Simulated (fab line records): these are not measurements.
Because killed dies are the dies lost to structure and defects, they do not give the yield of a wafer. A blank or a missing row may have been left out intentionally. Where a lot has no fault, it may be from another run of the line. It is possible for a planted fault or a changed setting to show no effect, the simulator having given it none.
What tool caused it? -- flow gf180mcu -- 13 lots, 39 wafers sampled, at 5 steps of a route of 602

## WHAT THE GAUGES READ, wafer by wafer
GF_MVPSD_OVL_MEAS_07. Usual: MVPSD_OVL typically reads 0.0 nm, with standard deviation 1.3.
lot,measured,on,MVPSD_OVL (nm),flag
L436,day 4 22:53,overlay-01,-0.4 2.9 0.3,
L438,day 5 13:13,overlay-02,-1.3 -0.7 -2.2,
L439,day 5 21:53,overlay-02,0.1 -2.8 -1.5,
L440,day 6 04:14,overlay-02,2.8 1.4 1.2,
L442,day 6 13:32,overlay-02,3.1 1.0 2.0,
L444,day 7 00:45,overlay-02,1.6 -0.2 0.3,
L446,day 7 10:38,overlay-01,-0.3 -2.2 -0.7,
L454,day 9 14:00,overlay-01,2.8 0.2 1.1,
L458,day 10 10:55,overlay-01,0.2 -0.7 2.8,
L459,day 10 17:15,overlay-02,-1.5 0.6 1.0,

GF_POLY_GATE_THK_MEAS_01. Usual: POLY_GATE_CVD_00_THK typically reads 199.9 nm, with standard deviation 1.8.
lot,measured,on,POLY_GATE_CVD_00_THK (nm),flag
L436,day 8 08:50,filmMetro-02,198.3 197.9 197.0,
L438,day 9 02:59,filmMetro-04,204.9 205.0 202.1,
L439,day 9 14:31,filmMetro-03,200.5 203.7 201.9,
L440,day 9 20:08,filmMetro-03,198.3 197.5 199.2,
L442,day 10 08:09,filmMetro-03,201.1 199.9 201.2,
L444,day 10 18:19,filmMetro-02,199.5 199.5 198.9,
L446,day 11 06:26,filmMetro-02,198.1 198.1 197.4,
L454,day 13 17:13,filmMetro-03,198.4 199.4 201.5,
L458,day 14 21:19,filmMetro-04,199.1 200.2 201.7,
L459,day 15 01:29,filmMetro-04,194.7 195.7 195.9,

GF_HV_LDD_OVL_MEAS_20. Usual: HV_LDD_01_OVL typically reads -0.1 nm, with standard deviation 1.2.
lot,measured,on,HV_LDD_01_OVL (nm),flag
L436,day 10 13:02,overlay-01,0.6 0.3 1.7,
L438,day 11 11:02,overlay-02,1.4 -1.6 0.0,
L439,day 11 22:22,overlay-01,0.6 -1.4 0.4,
L440,day 12 03:29,overlay-02,-1.9 -0.7 -1.5,
L442,day 12 17:47,overlay-02,-2.1 -1.4 -4.6,
L444,day 13 06:56,overlay-01,1.8 1.1 -0.1,
L446,day 13 19:11,overlay-02,1.7 1.4 -0.1,
L454,day 16 15:10,overlay-01,-1.4 -0.1 -0.4,
L458,day 17 17:25,overlay-02,1.0 1.5 2.5,
L459,day 17 21:23,overlay-01,0.6 -1.7 0.4,

## WHAT TOOL EACH LOT RAN ON (gives the tool, then ch and the chambers of the sampled wafers, and finally the start)
lot,GF_STI_ETCH_14,GF_STI_STRIP_15
L436,"rieSi-02 ch 2,3, day 2 01:20","plasmaAsher-03 ch 1, day 2 01:25"
L438,"rieSi-01 ch 1,2,3, day 2 11:31","plasmaAsher-03 ch 0,1, day 2 11:38"
L439,"rieSi-01 ch 0,2,3, day 2 17:43","plasmaAsher-03 ch 0,1, day 2 17:47"
L440,"rieSi-02 ch 1,2, day 2 22:05","plasmaAsher-01 ch 0,1, day 2 22:10"
L442,"rieSi-02 ch 2,3, day 3 10:23","plasmaAsher-02 ch 0,1, day 3 10:28"
L444,"rieSi-02 ch 0,2,3, day 3 20:46","plasmaAsher-03 ch 0,1, day 3 20:50"
L446,"rieSi-02 ch 1,2, day 4 04:41","plasmaAsher-01 ch 0,1, day 4 04:46"
L449,"rieSi-02 ch 0,2,3, day 4 19:46","plasmaAsher-03 ch 0,1, day 4 19:53"
L450,"rieSi-02 ch 0,1, day 5 01:14","plasmaAsher-02 ch 0,1, day 5 01:19"
L451,"rieSi-02 ch 0,1,2, day 5 08:04","plasmaAsher-02 ch 0,1, day 5 08:08"
L454,"rieSi-01 ch 0,2, day 5 23:49","plasmaAsher-03 ch 0,1, day 5 23:53"
L458,"rieSi-01 ch 1,2,3, day 6 18:31","plasmaAsher-01 ch 0,1, day 6 18:35"
L459,"rieSi-01 ch 0,1, day 7 00:23","plasmaAsher-01 ch 0,1, day 7 00:28"
- GF_STI_ETCH_14: etches Si in HBr/Cl2/O2, target depth 360 nm, time 102.9 s.
- GF_STI_STRIP_15: strips in O2/N2.

## WHAT THE TOOLS THEMSELVES READ (means of the sampled wafers that have a number; where no wafer has one, the mark that the record gives instead)
GF_STI_ETCH_14. Usual: HBr_flow_sccm 150.0 sccm, standard deviation 0.43; O2_flow_sccm 6.003 sccm, standard deviation 0.018; drypumpMotorCurrentA 5.7 A, standard deviation 0.42; oesProductAu 1.000 a.u., standard deviation 0.0098; throttleValvePct 25.657 %, standard deviation 0.012.
lot,tool,HBr_flow_sccm (sccm),O2_flow_sccm (sccm),drypumpMotorCurrentA (A),oesProductAu (a.u.),throttleValvePct (%),flag
L436,rieSi-02,150.1,5.978,5.8,1.009,25.644,
L438,rieSi-01,149.9,6.000,5.4,0.999,25.660,
L439,rieSi-01,150.6,6.004,6.0,0.996,25.662,
L440,rieSi-02,150.0,5.999,5.8,0.999,25.657,
L442,rieSi-02,149.6,6.019,5.8,0.996,25.661,
L444,rieSi-02,150.2,6.002,5.6,1.004,25.660,
L446,rieSi-02,149.6,6.023,5.6,1.000,25.670,
L449,rieSi-02,-,-,-,-,-,OFF
L450,rieSi-02,-,-,-,-,-,OFF
L451,rieSi-02,-,-,-,-,-,OFF
L454,rieSi-01,149.8,5.987,6.4,0.989,25.665,
L458,rieSi-01,149.9,6.018,5.5,1.000,25.646,
L459,rieSi-01,150.1,6.007,6.0,1.005,25.652,

GF_STI_STRIP_15. Usual: drypumpMotorCurrentA 5.87 A, standard deviation 0.29; heaterPowerW 335 W, standard deviation 24; oesProductAu 0.383 a.u., standard deviation 0.0047; stripTimeToEndpointS 3.72 s, standard deviation 0.046.
lot,tool,drypumpMotorCurrentA (A),heaterPowerW (W),oesProductAu (a.u.),stripTimeToEndpointS (s),flag
L436,plasmaAsher-03,5.55,368,0.386,3.68,
L438,plasmaAsher-03,5.96,336,0.381,3.67,
L439,plasmaAsher-03,5.71,354,0.385,3.74,
L440,plasmaAsher-01,5.73,336,0.384,3.74,
L442,plasmaAsher-02,6.03,320,0.384,3.71,
L444,plasmaAsher-03,5.92,336,0.381,3.69,
L446,plasmaAsher-01,5.91,322,0.383,3.74,
L449,plasmaAsher-03,5.72,353,0.437,4.89,OFF
L450,plasmaAsher-02,6.20,335,0.436,4.95,OFF
L451,plasmaAsher-02,6.18,341,0.439,4.95,OFF
L454,plasmaAsher-03,5.90,332,0.383,3.76,
L458,plasmaAsher-01,5.90,322,0.381,3.73,
L459,plasmaAsher-01,5.91,326,0.379,3.70,

## THE ANSWER, worked out from the rows above alone
Rule: a lot is off if the mean of its wafers that have a number lies more than 3 standard deviations from the usual mean. Also off: a lot with no number at a reading for which 4 or more lots have one. The other lots that the step has rows for count as sound. Order of review: gauges by route order, followed by the tools' own readings, for which a lot's mean as printed above is used. At the first step where some lot is off, the reading lying furthest off is the one used; lots without a number count as furthest.
Off: L449, L450, L451, at GF_STI_ETCH_14 (HBr_flow_sccm). Without a number there: L449, L450, L451.
A tool fits if, at that step or a process step before it, it ran every lot that is off, and no sound lot after the first of them. One candidate fits, namely rieSi-02 at GF_STI_ETCH_14. A fault onset in the window from L446 (day 4 04:41, its last sound lot) to L449 (day 4 19:46, its first lot off) fits.
Blank at GF_STI_ETCH_14 on the lots that are off, where sound lots have numbers: HBr_flow_sccm, O2_flow_sccm, drypumpMotorCurrentA, oesProductAu, throttleValvePct.

## WHAT THE SIMULATOR PUT IN
Beginning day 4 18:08, the whole step at GF_STI_ETCH_14 was skipped on rieSi-02. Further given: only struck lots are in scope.
Lots struck among those shown: L449, L450, L451. The rule above found the same.
